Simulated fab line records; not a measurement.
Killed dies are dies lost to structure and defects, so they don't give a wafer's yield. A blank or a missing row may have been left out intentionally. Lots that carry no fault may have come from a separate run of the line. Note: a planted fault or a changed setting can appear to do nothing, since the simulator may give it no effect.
fab line records || flow sky130 || part 2 of 2: steps 35 to 44 of 44
record {"lots": 5, "wafers": 15, "lastDay": 50}
route steps=708 shown VT_ADJUST_PCH@144 SONOS_TUNNEL@154 SONOS_ONO@168 GATE_OXIDE@187
lots with no fault: from the same line, run without faults
startH: hours from the record's opening day to when the first of the lot's shown wafers began || waitH: hours since the lot's step before || " repeats the value in the row above || L1.1+2: several wafers, shown together as one row || - value missing, or start not given || * or withheld: withheld || < > ~ a bound
route shown NAME@n: a module of which the file shows steps, and the number in the route of the first || usual: mean and standard deviation over wafers with no fault || same: alike in all rows || chamber/n: place in a boat || sites: per-site readings || _std_site: the standard deviation of these || _edge_site: inner sites' mean taken away from outer sites' mean || radiusMm: how far each site lies from the wafer's centre || mask NAME#n: copy n || behind: the most recent tool/chamber to have shaped the wafer || hold: reason for holding the lot/hours on hold/outcome of the hold || device: transistor that didn't switch, given as n, p or np || end of line: the route-end tests of the same wafers || a step without rows: its recipe alone || killed: the dies lost at the first sort to structure and to defects; this is not the yield of the wafer || map: dies across one wafer; x = killed, . = not, _ = none there
set.NAME: the run value of the setting; set.NAME@STEP: its run value at that earlier step || model.NAME: the simulator's own value behind a step, which no gauge read
certain route steps with their lots: each step a table, each wafer a row
services: a tool's chamber out of use, with start hour (startH, from the record's first day; less than 0 if before it), hours out, and reason
## steps
# step SKY_SONOS_ONO_EXPOSE_10
# recipe {"maskId": "ONOM", "targetCdNm": 410, "na": 0.6, "sourceShape": "conventional", "sigmaOuter": 0.6, "doseMj": 150}
# usual {"stageVelMmS": "499.95/0.22"}
{"lot.wafer": "L074.2", "tool": "ilineStepper-02", "chamber": 0, "startH": "-", "waitH": "-", "mask": "ONOM#0", "stageVelMmS": 499.40}
{"lot.wafer": "L074.3", "tool": "ilineStepper-02", "chamber": 0, "startH": "-", "waitH": "-", "mask": "ONOM#0", "stageVelMmS": 499.83}
{"lot.wafer": "L074.5", "tool": "ilineStepper-02", "chamber": 0, "startH": "-", "waitH": "-", "mask": "ONOM#0", "stageVelMmS": 500.07}
{"lot.wafer": "L076.2", "tool": "ilineStepper-01", "chamber": 0, "startH": "-", "waitH": "-", "mask": "ONOM#0", "stageVelMmS": 499.56}
{"lot.wafer": "L076.3", "tool": "ilineStepper-01", "chamber": 0, "startH": "-", "waitH": "-", "mask": "ONOM#0", "stageVelMmS": 499.83}
{"lot.wafer": "L076.5", "tool": "ilineStepper-01", "chamber": 0, "startH": "-", "waitH": "-", "mask": "ONOM#0", "stageVelMmS": 499.87}
{"lot.wafer": "L082.3", "tool": "ilineStepper-01", "chamber": 0, "startH": "-", "waitH": "-", "mask": "ONOM#0", "stageVelMmS": 500.14}
{"lot.wafer": "L082.5", "tool": "ilineStepper-01", "chamber": 0, "startH": "-", "waitH": "-", "mask": "ONOM#0", "stageVelMmS": 499.62}
{"lot.wafer": "L082.6", "tool": "ilineStepper-01", "chamber": 0, "startH": "-", "waitH": "-", "mask": "ONOM#0", "stageVelMmS": 499.76}
{"lot.wafer": "L094.2", "tool": "ilineStepper-02", "chamber": 0, "startH": "-", "waitH": "-", "mask": "ONOM#0", "stageVelMmS": 499.60}
{"lot.wafer": "L094.3", "tool": "ilineStepper-02", "chamber": 0, "startH": "-", "waitH": "-", "mask": "ONOM#0", "stageVelMmS": 499.58}
{"lot.wafer": "L094.6", "tool": "ilineStepper-02", "chamber": 0, "startH": "-", "waitH": "-", "mask": "ONOM#0", "stageVelMmS": 499.63}
{"lot.wafer": "L096.3", "tool": "ilineStepper-02", "chamber": 0, "startH": "-", "waitH": "-", "mask": "ONOM#0", "stageVelMmS": 499.92}
{"lot.wafer": "L096.4", "tool": "ilineStepper-02", "chamber": 0, "startH": "-", "waitH": "-", "mask": "ONOM#0", "stageVelMmS": 500.09}
{"lot.wafer": "L096.6", "tool": "ilineStepper-02", "chamber": 0, "startH": "-", "waitH": "-", "mask": "ONOM#0", "stageVelMmS": 499.77}
# step SKY_SONOS_ONO_PEB_11
# recipe {"tempC": "withheld", "timeS": "*", "resist": "NOVOLAK"}
{"lot.wafer": "L074.2+3+5", "tool": "lithoTrack-03", "chamber": 0, "startH": "-", "waitH": "-"}
{"lot.wafer": "L076.2+3+5", "tool": "lithoTrack-01", "chamber": 0, "startH": "-", "waitH": "-"}
{"lot.wafer": "L082.3+5+6", "tool": "lithoTrack-01", "chamber": 0, "startH": "-", "waitH": "-"}
{"lot.wafer": "L094.2+3+6", "tool": "lithoTrack-01", "chamber": 0, "startH": "-", "waitH": "-"}
{"lot.wafer": "L096.3+4+6", "tool": "lithoTrack-01", "chamber": 0, "startH": "-", "waitH": "-"}
# step SKY_SONOS_ONO_DEVELOP_12
# recipe {"developTimeS": 60, "devTempC": 23}
{"lot.wafer": "L074.2+3+5", "tool": "lithoTrack-03", "chamber": 0, "startH": 284.57, "waitH": 0.1}
{"lot.wafer": "L076.2+3+5", "tool": "lithoTrack-01", "chamber": 0, "startH": 298.10, "waitH": 0.1}
{"lot.wafer": "L082.3+5+6", "tool": "lithoTrack-01", "chamber": 0, "startH": 362.38, "waitH": 0.1}
{"lot.wafer": "L094.2+3+6", "tool": "lithoTrack-01", "chamber": 0, "startH": 444.35, "waitH": 0.1}
{"lot.wafer": "L096.3+4+6", "tool": "lithoTrack-01", "chamber": 0, "startH": 466.88, "waitH": 0.1}
# step SKY_SONOS_ONO_CD_MEAS_13
# recipe {"targetCdNm": 410}
# usual {"cdNm": "410.0/2.8"}
{"lot.wafer": "L074.2", "tool": "cdSem-01", "chamber": "-", "startH": 284.72, "waitH": 0.1, "cdNm": 411.2}
{"lot.wafer": "L074.3", "tool": "cdSem-01", "chamber": "-", "startH": 284.72, "waitH": 0.1, "cdNm": 411.5}
{"lot.wafer": "L074.5", "tool": "cdSem-01", "chamber": "-", "startH": 284.72, "waitH": 0.1, "cdNm": 412.2}
{"lot.wafer": "L076.2", "tool": "cdSem-01", "chamber": "-", "startH": 298.25, "waitH": 0.1, "cdNm": 410.9}
{"lot.wafer": "L076.3", "tool": "cdSem-01", "chamber": "-", "startH": 298.25, "waitH": 0.1, "cdNm": 411.3}
{"lot.wafer": "L076.5", "tool": "cdSem-01", "chamber": "-", "startH": 298.25, "waitH": 0.1, "cdNm": 410.1}
{"lot.wafer": "L082.3", "tool": "cdSem-01", "chamber": "-", "startH": 362.52, "waitH": 0.1, "cdNm": 406.9}
{"lot.wafer": "L082.5", "tool": "cdSem-01", "chamber": "-", "startH": 362.52, "waitH": 0.1, "cdNm": 404.8}
{"lot.wafer": "L082.6", "tool": "cdSem-01", "chamber": "-", "startH": 362.52, "waitH": 0.1, "cdNm": 405.8}
{"lot.wafer": "L094.2", "tool": "cdSem-01", "chamber": "-", "startH": 444.50, "waitH": 0.1, "cdNm": 404.7}
{"lot.wafer": "L094.3", "tool": "cdSem-01", "chamber": "-", "startH": 444.50, "waitH": 0.1, "cdNm": 406.2}
{"lot.wafer": "L094.6", "tool": "cdSem-01", "chamber": "-", "startH": 444.50, "waitH": 0.1, "cdNm": 404.7}
{"lot.wafer": "L096.3", "tool": "cdSem-02", "chamber": "-", "startH": 467.02, "waitH": 0.1, "cdNm": 404.9}
{"lot.wafer": "L096.4", "tool": "cdSem-02", "chamber": "-", "startH": 467.02, "waitH": 0.1, "cdNm": 409.0}
{"lot.wafer": "L096.6", "tool": "cdSem-02", "chamber": "-", "startH": 467.02, "waitH": 0.1, "cdNm": 406.2}
# step SKY_SONOS_ONO_OVL_MEAS_14
# usual {"SONOS_ONO_OVL": "1.1/1.8"}
{"lot.wafer": "L074.2", "tool": "overlay-02", "chamber": "-", "startH": 284.82, "waitH": 0.1, "SONOS_ONO_OVL[nm]": 0.3}
{"lot.wafer": "L074.3", "tool": "overlay-02", "chamber": "-", "startH": 284.82, "waitH": 0.1, "SONOS_ONO_OVL[nm]": -0.6}
{"lot.wafer": "L074.5", "tool": "overlay-02", "chamber": "-", "startH": 284.82, "waitH": 0.1, "SONOS_ONO_OVL[nm]": 0.7}
{"lot.wafer": "L076.2", "tool": "overlay-02", "chamber": "-", "startH": 298.36, "waitH": 0.1, "SONOS_ONO_OVL[nm]": 3.8}
{"lot.wafer": "L076.3", "tool": "overlay-02", "chamber": "-", "startH": 298.36, "waitH": 0.1, "SONOS_ONO_OVL[nm]": 3.0}
{"lot.wafer": "L076.5", "tool": "overlay-02", "chamber": "-", "startH": 298.36, "waitH": 0.1, "SONOS_ONO_OVL[nm]": 2.3}
{"lot.wafer": "L082.3", "tool": "overlay-01", "chamber": "-", "startH": 362.61, "waitH": 0.1, "SONOS_ONO_OVL[nm]": 2.5}
{"lot.wafer": "L082.5", "tool": "overlay-01", "chamber": "-", "startH": 362.61, "waitH": 0.1, "SONOS_ONO_OVL[nm]": 3.1}
{"lot.wafer": "L082.6", "tool": "overlay-01", "chamber": "-", "startH": 362.61, "waitH": 0.1, "SONOS_ONO_OVL[nm]": 2.2}
{"lot.wafer": "L094.2", "tool": "overlay-01", "chamber": "-", "startH": 444.60, "waitH": 0.1, "SONOS_ONO_OVL[nm]": 0.0}
{"lot.wafer": "L094.3", "tool": "overlay-01", "chamber": "-", "startH": 444.60, "waitH": 0.1, "SONOS_ONO_OVL[nm]": 2.2}
{"lot.wafer": "L094.6", "tool": "overlay-01", "chamber": "-", "startH": 444.60, "waitH": 0.1, "SONOS_ONO_OVL[nm]": 1.0}
{"lot.wafer": "L096.3", "tool": "overlay-01", "chamber": "-", "startH": 467.11, "waitH": 0.1, "SONOS_ONO_OVL[nm]": 2.4}
{"lot.wafer": "L096.4", "tool": "overlay-01", "chamber": "-", "startH": 467.11, "waitH": 0.1, "SONOS_ONO_OVL[nm]": 1.6}
{"lot.wafer": "L096.6", "tool": "overlay-01", "chamber": "-", "startH": 467.11, "waitH": 0.1, "SONOS_ONO_OVL[nm]": 3.2}
# step SKY_SONOS_ONO_ETCH_15
# recipe {"targetDepthNm": 19.52, "chemistry": "CHF3/O2", "sourceW": 600, "biasW": 200, "pressureMtorr": 40, "chf3FlowSccm": 50, "O2_flow_sccm": 5, "timeS": 7.8}
# usual {"biasW": "200.0/0.63", "drypumpMotorCurrentA": "5.5/0.5", "oesProductAu": "0.996/0.01", "rfFwdPowerW": "588/3.1", "throttleValvePct": "8.823/0.0094"}
{"lot.wafer": "L074.2", "tool": "rieDiel-04", "chamber": 1, "startH": 284.85, "waitH": 0.0, "biasW": 199.6, "drypumpMotorCurrentA": 6.2, "oesProductAu": 1.003, "rfFwdPowerW": 585, "rfHoursCounterH": 48, "throttleValvePct": 8.817}
{"lot.wafer": "L074.3", "tool": "rieDiel-04", "chamber": 2, "startH": 284.85, "waitH": 0.0, "biasW": 198.9, "drypumpMotorCurrentA": 5.5, "oesProductAu": 0.976, "rfFwdPowerW": 589, "rfHoursCounterH": 3, "throttleValvePct": 8.821}
{"lot.wafer": "L074.5", "tool": "rieDiel-04", "chamber": 0, "startH": 284.85, "waitH": 0.0, "biasW": 200.0, "drypumpMotorCurrentA": 4.8, "oesProductAu": 0.989, "rfFwdPowerW": 588, "rfHoursCounterH": "-", "throttleValvePct": 8.822}
{"lot.wafer": "L076.2", "tool": "rieDiel-04", "chamber": 1, "startH": 298.39, "waitH": 0.0, "biasW": 199.6, "drypumpMotorCurrentA": 6.2, "oesProductAu": 0.997, "rfFwdPowerW": 583, "rfHoursCounterH": 48, "throttleValvePct": 8.818}
{"lot.wafer": "L076.3", "tool": "rieDiel-04", "chamber": 3, "startH": 298.39, "waitH": 0.0, "biasW": 200.2, "drypumpMotorCurrentA": 5.4, "oesProductAu": 0.997, "rfFwdPowerW": 584, "rfHoursCounterH": 117, "throttleValvePct": 8.835}
{"lot.wafer": "L076.5", "tool": "rieDiel-04", "chamber": 3, "startH": 298.39, "waitH": 0.0, "biasW": 199.4, "drypumpMotorCurrentA": 5.4, "oesProductAu": 0.986, "rfFwdPowerW": 583, "rfHoursCounterH": "-", "throttleValvePct": 8.823}
{"lot.wafer": "L082.3", "tool": "rieDiel-04", "chamber": 0, "startH": 362.64, "waitH": 0.0, "biasW": 200.0, "drypumpMotorCurrentA": 4.9, "oesProductAu": 0.992, "rfFwdPowerW": 590, "rfHoursCounterH": 58, "throttleValvePct": 8.827}
{"lot.wafer": "L082.5", "tool": "rieDiel-04", "chamber": 0, "startH": 362.64, "waitH": 0.0, "biasW": 199.2, "drypumpMotorCurrentA": 4.9, "oesProductAu": 0.994, "rfFwdPowerW": 588, "rfHoursCounterH": "-", "throttleValvePct": 8.829}
{"lot.wafer": "L082.6", "tool": "rieDiel-04", "chamber": 1, "startH": 362.64, "waitH": 0.0, "biasW": 199.4, "drypumpMotorCurrentA": 6.2, "oesProductAu": 1.004, "rfFwdPowerW": 588, "rfHoursCounterH": "-", "throttleValvePct": 8.842}
{"lot.wafer": "L094.2", "tool": "rieDiel-04", "chamber": 0, "startH": 444.63, "waitH": 0.0, "biasW": 199.1, "drypumpMotorCurrentA": 4.9, "oesProductAu": 0.997, "rfFwdPowerW": 591, "rfHoursCounterH": 60, "throttleValvePct": 8.823}
{"lot.wafer": "L094.3", "tool": "rieDiel-04", "chamber": 2, "startH": 444.63, "waitH": 0.0, "biasW": 199.8, "drypumpMotorCurrentA": 5.4, "oesProductAu": 0.973, "rfFwdPowerW": 589, "rfHoursCounterH": 5, "throttleValvePct": 8.813}
{"lot.wafer": "L094.6", "tool": "rieDiel-04", "chamber": 3, "startH": 444.63, "waitH": 0.0, "biasW": 199.9, "drypumpMotorCurrentA": 5.4, "oesProductAu": 0.989, "rfFwdPowerW": 583, "rfHoursCounterH": "-", "throttleValvePct": 8.828}
{"lot.wafer": "L096.3", "tool": "rieDiel-04", "chamber": 2, "startH": 467.13, "waitH": 0.0, "biasW": 199.5, "drypumpMotorCurrentA": 5.5, "oesProductAu": 0.990, "rfFwdPowerW": 582, "rfHoursCounterH": 6, "throttleValvePct": 8.810}
{"lot.wafer": "L096.4", "tool": "rieDiel-04", "chamber": 0, "startH": 467.13, "waitH": 0.0, "biasW": 199.9, "drypumpMotorCurrentA": 4.9, "oesProductAu": 0.983, "rfFwdPowerW": 589, "rfHoursCounterH": 60, "throttleValvePct": 8.830}
{"lot.wafer": "L096.6", "tool": "rieDiel-04", "chamber": 1, "startH": 467.13, "waitH": 0.0, "biasW": 199.9, "drypumpMotorCurrentA": 6.2, "oesProductAu": 1.002, "rfFwdPowerW": 587, "rfHoursCounterH": "-", "throttleValvePct": 8.820}
# step SKY_SONOS_ONO_WET_ETCH_16
# recipe {"chemistry": "dHF", "targetDepthNm": 14, "dry": "n2Spin", "target": "SiO2", "dilution": "100:1", "tempC": 25, "timeS": 280}
{"lot.wafer": "L074.2+3+5", "tool": "wetBench-03", "chamber": 2, "startH": 284.87, "waitH": 0.0}
{"lot.wafer": "L076.2+3+5", "tool": "wetBench-02", "chamber": 2, "startH": 298.41, "waitH": 0.0}
{"lot.wafer": "L082.3+5+6", "tool": "wetBench-01", "chamber": 1, "startH": 362.66, "waitH": 0.0}
{"lot.wafer": "L094.2+3+6", "tool": "wetBench-03", "chamber": 3, "startH": 444.66, "waitH": 0.0}
{"lot.wafer": "L096.3+4+6", "tool": "wetBench-01", "chamber": 2, "startH": 467.16, "waitH": 0.0}
# step SKY_SONOS_ONO_STRIP_17
# recipe {"chemistry": "O2/N2", "powerW": 1400, "pressureMtorr": 1500, "platenTempC": "withheld", "o2FlowSccm": 3000, "n2FlowSccm": 300, "overashFraction": 0.5}
# usual {"drypumpMotorCurrentA": "5.7/0.37", "oesProductAu": "0.710/0.0044", "stripTimeToEndpointS": "14.10/0.038"}
{"lot.wafer": "L074.2", "tool": "plasmaAsher-04", "chamber": 0, "startH": 284.96, "waitH": 0.0, "drypumpMotorCurrentA": 5.3, "oesProductAu": 0.709, "rfHoursCounterH": 47, "stripTimeToEndpointS": 14.10}
{"lot.wafer": "L074.3", "tool": "plasmaAsher-04", "chamber": 1, "startH": 284.96, "waitH": 0.0, "drypumpMotorCurrentA": 5.7, "oesProductAu": 0.714, "rfHoursCounterH": "-", "stripTimeToEndpointS": 14.14}
{"lot.wafer": "L074.5", "tool": "plasmaAsher-04", "chamber": 1, "startH": 284.96, "waitH": 0.0, "drypumpMotorCurrentA": 5.7, "oesProductAu": 0.705, "rfHoursCounterH": "-", "stripTimeToEndpointS": 14.11}
{"lot.wafer": "L076.2", "tool": "plasmaAsher-04", "chamber": 0, "startH": 298.49, "waitH": 0.0, "drypumpMotorCurrentA": 5.3, "oesProductAu": 0.717, "rfHoursCounterH": 48, "stripTimeToEndpointS": 14.13}
{"lot.wafer": "L076.3", "tool": "plasmaAsher-04", "chamber": 1, "startH": 298.49, "waitH": 0.0, "drypumpMotorCurrentA": 5.7, "oesProductAu": 0.710, "rfHoursCounterH": "-", "stripTimeToEndpointS": 14.12}
{"lot.wafer": "L076.5", "tool": "plasmaAsher-04", "chamber": 1, "startH": 298.49, "waitH": 0.0, "drypumpMotorCurrentA": 5.7, "oesProductAu": 0.712, "rfHoursCounterH": "-", "stripTimeToEndpointS": 14.13}
{"lot.wafer": "L082.3", "tool": "plasmaAsher-01", "chamber": 1, "startH": 362.78, "waitH": 0.0, "drypumpMotorCurrentA": 5.2, "oesProductAu": 0.708, "rfHoursCounterH": "-", "stripTimeToEndpointS": 14.08}
{"lot.wafer": "L082.5", "tool": "plasmaAsher-01", "chamber": 0, "startH": 362.78, "waitH": 0.0, "drypumpMotorCurrentA": 6.3, "oesProductAu": 0.706, "rfHoursCounterH": "-", "stripTimeToEndpointS": 14.08}
{"lot.wafer": "L082.6", "tool": "plasmaAsher-01", "chamber": 1, "startH": 362.78, "waitH": 0.0, "drypumpMotorCurrentA": 5.2, "oesProductAu": 0.711, "rfHoursCounterH": "-", "stripTimeToEndpointS": 14.07}
{"lot.wafer": "L094.2", "tool": "plasmaAsher-01", "chamber": 0, "startH": 444.74, "waitH": 0.0, "drypumpMotorCurrentA": 6.3, "oesProductAu": 0.711, "rfHoursCounterH": 1, "stripTimeToEndpointS": 14.07}
{"lot.wafer": "L094.3", "tool": "plasmaAsher-01", "chamber": 0, "startH": 444.74, "waitH": 0.0, "drypumpMotorCurrentA": 6.3, "oesProductAu": 0.713, "rfHoursCounterH": "-", "stripTimeToEndpointS": 14.11}
{"lot.wafer": "L094.6", "tool": "plasmaAsher-01", "chamber": 1, "startH": 444.74, "waitH": 0.0, "drypumpMotorCurrentA": 5.2, "oesProductAu": 0.710, "rfHoursCounterH": "-", "stripTimeToEndpointS": 14.08}
{"lot.wafer": "L096.3", "tool": "plasmaAsher-04", "chamber": 1, "startH": 467.27, "waitH": 0.0, "drypumpMotorCurrentA": 5.7, "oesProductAu": 0.710, "rfHoursCounterH": "-", "stripTimeToEndpointS": 14.05}
{"lot.wafer": "L096.4", "tool": "plasmaAsher-04", "chamber": 0, "startH": 467.27, "waitH": 0.0, "drypumpMotorCurrentA": 5.3, "oesProductAu": 0.711, "rfHoursCounterH": "-", "stripTimeToEndpointS": 14.05}
{"lot.wafer": "L096.6", "tool": "plasmaAsher-04", "chamber": 1, "startH": 467.27, "waitH": 0.0, "drypumpMotorCurrentA": 5.7, "oesProductAu": 0.717, "rfHoursCounterH": "-", "stripTimeToEndpointS": 14.06}
# step SKY_SONOS_ONO_WET_ETCH_18
# recipe {"chemistry": "H3PO4", "targetDepthNm": 15, "target": "Si3N4", "tempC": 160, "timeS": 172}
# usual {"bathGuardTempC": "160.2/0.5"}
{"lot.wafer": "L074.2", "tool": "wetBench-02", "chamber": 1, "startH": 285.06, "waitH": 0.1, "bathGuardTempC": 160.3}
{"lot.wafer": "L074.3", "tool": "wetBench-02", "chamber": 1, "startH": 285.06, "waitH": 0.1, "bathGuardTempC": 160.2}
{"lot.wafer": "L074.5", "tool": "wetBench-02", "chamber": 1, "startH": 285.06, "waitH": 0.1, "bathGuardTempC": 160.1}
{"lot.wafer": "L076.2", "tool": "wetBench-03", "chamber": 3, "startH": 298.59, "waitH": 0.1, "bathGuardTempC": 160.7}
{"lot.wafer": "L076.3", "tool": "wetBench-03", "chamber": 3, "startH": 298.59, "waitH": 0.1, "bathGuardTempC": 161.3}
{"lot.wafer": "L076.5", "tool": "wetBench-03", "chamber": 3, "startH": 298.59, "waitH": 0.1, "bathGuardTempC": 161.0}
{"lot.wafer": "L082.3", "tool": "wetBench-03", "chamber": 0, "startH": 362.84, "waitH": 0.0, "bathGuardTempC": 160.2}
{"lot.wafer": "L082.5", "tool": "wetBench-03", "chamber": 0, "startH": 362.84, "waitH": 0.0, "bathGuardTempC": 160.5}
{"lot.wafer": "L082.6", "tool": "wetBench-03", "chamber": 0, "startH": 362.84, "waitH": 0.0, "bathGuardTempC": 160.4}
{"lot.wafer": "L094.2", "tool": "wetBench-01", "chamber": 1, "startH": 444.84, "waitH": 0.1, "bathGuardTempC": 160.0}
{"lot.wafer": "L094.3", "tool": "wetBench-01", "chamber": 1, "startH": 444.84, "waitH": 0.1, "bathGuardTempC": 159.8}
{"lot.wafer": "L094.6", "tool": "wetBench-01", "chamber": 1, "startH": 444.84, "waitH": 0.1, "bathGuardTempC": 159.9}
{"lot.wafer": "L096.3", "tool": "wetBench-01", "chamber": 1, "startH": 467.34, "waitH": 0.0, "bathGuardTempC": 159.7}
{"lot.wafer": "L096.4", "tool": "wetBench-01", "chamber": 1, "startH": 467.34, "waitH": 0.0, "bathGuardTempC": 160.0}
{"lot.wafer": "L096.6", "tool": "wetBench-01", "chamber": 1, "startH": 467.34, "waitH": 0.0, "bathGuardTempC": 159.9}
# step SKY_GATE_OXIDE_CLEAN_00
# recipe {"chemistry": "SC1/SC2", "mix": "1:4:20", "tempC": 70, "timeS": 150, "dry": "n2Spin"}
# usual {"bathGuardTempC": "70.4/0.6"}
{"lot.wafer": "L074.2", "tool": "wetBench-02", "chamber": 2, "startH": 285.12, "waitH": 0.0, "bathGuardTempC": 71.0}
{"lot.wafer": "L074.3", "tool": "wetBench-02", "chamber": 2, "startH": 285.12, "waitH": 0.0, "bathGuardTempC": 71.0}
{"lot.wafer": "L074.5", "tool": "wetBench-02", "chamber": 2, "startH": 285.12, "waitH": 0.0, "bathGuardTempC": 70.9}
{"lot.wafer": "L076.2", "tool": "wetBench-01", "chamber": 3, "startH": 298.65, "waitH": 0.0, "bathGuardTempC": 69.5}
{"lot.wafer": "L076.3", "tool": "wetBench-01", "chamber": 3, "startH": 298.65, "waitH": 0.0, "bathGuardTempC": 69.5}
{"lot.wafer": "L076.5", "tool": "wetBench-01", "chamber": 3, "startH": 298.65, "waitH": 0.0, "bathGuardTempC": 70.0}
{"lot.wafer": "L082.3", "tool": "wetBench-03", "chamber": 1, "startH": 362.90, "waitH": 0.0, "bathGuardTempC": 71.4}
{"lot.wafer": "L082.5", "tool": "wetBench-03", "chamber": 1, "startH": 362.90, "waitH": 0.0, "bathGuardTempC": 71.2}
{"lot.wafer": "L082.6", "tool": "wetBench-03", "chamber": 1, "startH": 362.90, "waitH": 0.0, "bathGuardTempC": 71.1}
{"lot.wafer": "L094.2", "tool": "wetBench-03", "chamber": 0, "startH": 444.90, "waitH": 0.0, "bathGuardTempC": 70.4}
{"lot.wafer": "L094.3", "tool": "wetBench-03", "chamber": 0, "startH": 444.90, "waitH": 0.0, "bathGuardTempC": 70.4}
{"lot.wafer": "L094.6", "tool": "wetBench-03", "chamber": 0, "startH": 444.90, "waitH": 0.0, "bathGuardTempC": 70.0}
{"lot.wafer": "L096.3", "tool": "wetBench-02", "chamber": 3, "startH": 467.40, "waitH": 0.0, "bathGuardTempC": 69.8}
{"lot.wafer": "L096.4", "tool": "wetBench-02", "chamber": 3, "startH": 467.40, "waitH": 0.0, "bathGuardTempC": 69.7}
{"lot.wafer": "L096.6", "tool": "wetBench-02", "chamber": 3, "startH": 467.40, "waitH": 0.0, "bathGuardTempC": 69.8}
## services
{"tool": "wetBench-02", "chamber": "-", "startH": 210.66, "hours": 2.5, "kind": "repair"}
{"tool": "lpcvd-03", "chamber": "-", "startH": 210.75, "hours": 1.8, "kind": "repair"}
{"tool": "wetBench-03", "chamber": "-", "startH": 211.34, "hours": 6.4, "kind": "repair"}
{"tool": "ilineStepper-02", "chamber": "-", "startH": 231.24, "hours": 4.4, "kind": "pm"}
{"tool": "implanter-04", "chamber": "-", "startH": 240.36, "hours": 1.3, "kind": "repair"}
{"tool": "ilineStepper-01", "chamber": "-", "startH": 279.67, "hours": 1.7, "kind": "pm"}
{"tool": "furnace-02", "chamber": "-", "startH": 303.84, "hours": 22.9, "kind": "pm"}
{"tool": "plasmaAsher-04", "chamber": "-", "startH": 311.88, "hours": 2.5, "kind": "repair"}
{"tool": "plasmaAsher-04", "chamber": "-", "startH": 318.23, "hours": 2.8, "kind": "pm"}
{"tool": "wetBench-03", "chamber": "-", "startH": 325.48, "hours": 0.6, "kind": "repair"}
{"tool": "furnace-02", "chamber": "-", "startH": 335.50, "hours": 3.3, "kind": "pm"}
{"tool": "implanter-04", "chamber": "-", "startH": 341.64, "hours": 2.8, "kind": "repair"}
{"tool": "furnace-02", "chamber": "-", "startH": 345.96, "hours": 9.0, "kind": "repair"}
{"tool": "wetBench-03", "chamber": "-", "startH": 350.33, "hours": 1.9, "kind": "pm"}
{"tool": "ilineStepper-02", "chamber": "-", "startH": 368.27, "hours": 5.8, "kind": "repair"}
{"tool": "wetBench-04", "chamber": "-", "startH": 379.89, "hours": 3.3, "kind": "repair"}
{"tool": "plasmaAsher-04", "chamber": "-", "startH": 389.90, "hours": 2.7, "kind": "repair"}
{"tool": "ilineStepper-02", "chamber": "-", "startH": 401.35, "hours": 1.7, "kind": "pm"}
{"tool": "ilineStepper-01", "chamber": "-", "startH": 412.34, "hours": 7.5, "kind": "repair"}
{"tool": "plasmaAsher-01", "chamber": "-", "startH": 421.25, "hours": 9.0, "kind": "pm"}
{"tool": "plasmaAsher-04", "chamber": "-", "startH": 422.75, "hours": 0.9, "kind": "repair"}
{"tool": "lpcvd-02", "chamber": "-", "startH": 449.20, "hours": 0.5, "kind": "repair"}
{"tool": "rieDiel-04", "chamber": 3, "startH": 461.15, "hours": 2.3, "kind": "repair"}
{"tool": "implanter-04", "chamber": "-", "startH": 463.52, "hours": 2.4, "kind": "repair"}
